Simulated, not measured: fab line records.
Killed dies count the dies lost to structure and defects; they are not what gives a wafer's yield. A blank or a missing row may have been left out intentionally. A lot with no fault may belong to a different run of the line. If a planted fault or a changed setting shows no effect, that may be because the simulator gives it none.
A struck lot beside a sound one :: flow sky130 :: 20 steps out of a route of 708
Sound: these wafers, L681.4, L681.5, L681.6. Wafers L675.2, L675.3, L675.6 were the ones struck. Last of all comes the cause.
Per side, at each step with rows, come the tool, then ch with its chambers, and then its first start. Under that, the readings that differ: sound wafers :: struck wafers :: difference of the means :: sigmas: that difference in standard deviations of wafers without a fault.
alike: readings with means less than 2 such deviations apart, plus words and numbers identical on both sides. not compared: withheld readings, readings lacking a value on some wafer, bounds such as >300 that could conceal the same value, and numbers that have no deviation in the record and whose values overlap.
The two part at a step that has a row with sigmas, a row that says differs or no value, or rows on one side only. Numbers that don't overlap but have no deviation are shown without sigmas and don't part them. A reading missing from all wafers of one side parts the sides only when that side holds two or more wafers.

SKY_LDD_HVP_OVL_MEAS_07:
  sound: overlay-01 at day 29 08:01; struck: overlay-02 at day 27 09:37
reading: LDD_HVP_OVL (nm)
sound: -2.7 -2.4 -2.3
struck: 0.3 -0.2 -0.6
difference: +2.3
sigmas: +2
next, for these wafers, 1 step has no rows: SKY_LDD_HVP_IMPLANT_08.
SKY_LDD_HVP_STRIP_09: strips in O2/N2.
  sound on plasmaAsher-04 ch 0,1, day 29 08:13; struck on plasmaAsher-04 ch 0,1, day 27 09:47
  alike: drypumpMotorCurrentA, oesProductAu, stripTimeToEndpointS
  not compared: rfHoursCounterH
SKY_LDD_HVP_TW_MEAS_10:
  sound: filmMetro-02 at day 29 08:19; struck: filmMetro-03 at day 27 09:54
  alike: LDD_HVP_TW
then, 7 steps without rows for these wafers: SKY_LDD_LDN_DEHYDRATE_00 (time 60 s); SKY_LDD_LDN_HMDS_01 (prime time 60 s); SKY_LDD_LDN_COAT_02 (resist thk 1140 nm); SKY_LDD_LDN_SOFTBAKE_03 (time 60 s); SKY_LDD_LDN_EXPOSE_04 (exposes mask LDNTM, target cd 700 nm); SKY_LDD_LDN_PEB_05; SKY_LDD_LDN_DEVELOP_06 (develop time 60 s).
SKY_LDD_LDN_OVL_MEAS_07:
  sound: overlay-02 at day 30 12:22; struck: overlay-02 at day 28 14:04
reading: LDD_LDN_OVL (nm)
sound: -0.7 -2.4 -1.6
struck: 3.8 3.9 4.6
difference: +5.7
sigmas: +4
SKY_LDD_LDN_IMPLANT_08:
  sound on implanter-03 ch 0, day 30 12:28; struck on implanter-01 ch 0, day 28 14:26
  alike: doseIonsCm2, rotationDeg
then, 3 steps without rows for these wafers: SKY_LDD_LDN_IMPLANT_09; SKY_LDD_LDN_IMPLANT_10; SKY_LDD_LDN_IMPLANT_11.
SKY_LDD_LDN_STRIP_12: strips in O2/N2.
  sound on plasmaAsher-02 ch 0,1, day 30 13:02; struck on plasmaAsher-02 ch 0, day 28 15:01
  alike: drypumpMotorCurrentA, oesProductAu, stripTimeToEndpointS
  not compared: rfHoursCounterH
SKY_LDD_LDN_TW_MEAS_13:
  sound: filmMetro-01 at day 30 13:07; struck: filmMetro-04 at day 28 15:07
reading: LDD_LDN_TW
sound: 1471 1475 1480
struck: 1558 1547 1559
difference: +79
sigmas: +9
then, 1 step without rows for these wafers: SKY_LDD_LDN_CLEAN_14 (cleans in SC1/SC2, time 150 s).
-- record jumps: 21 days separate the struck wafers' starts on either side; left off in module LDD_LDN, taken up again in module PAD_OPEN, whose first shown step is the route's number 708 --
SKY_PAD_OPEN_PROBE_99:
  sound: prober-01 at day 50 21:02; struck: prober-01 at day 49 17:56
reading: model.etest.tipSonos.rsOhmSq
sound: 2727 2644 2679
struck: 2303 2334 2339
difference: -358
sigmas: 
  alike: killed_at_M0_to_M3, killed_at_M4_up, killedAtContacts, killedAtFrontEnd, killedAtOther, killedDies, killedOpen, killedShort

WHERE THEY PART
At SKY_LDD_HVP_OVL_MEAS_07 first; at SKY_LDD_LDN_TW_MEAS_13 last (within this record only). Later steps at which nothing parts them and some readings are alike: SKY_PAD_OPEN_PROBE_99.

WHY: the cause the simulator had injected
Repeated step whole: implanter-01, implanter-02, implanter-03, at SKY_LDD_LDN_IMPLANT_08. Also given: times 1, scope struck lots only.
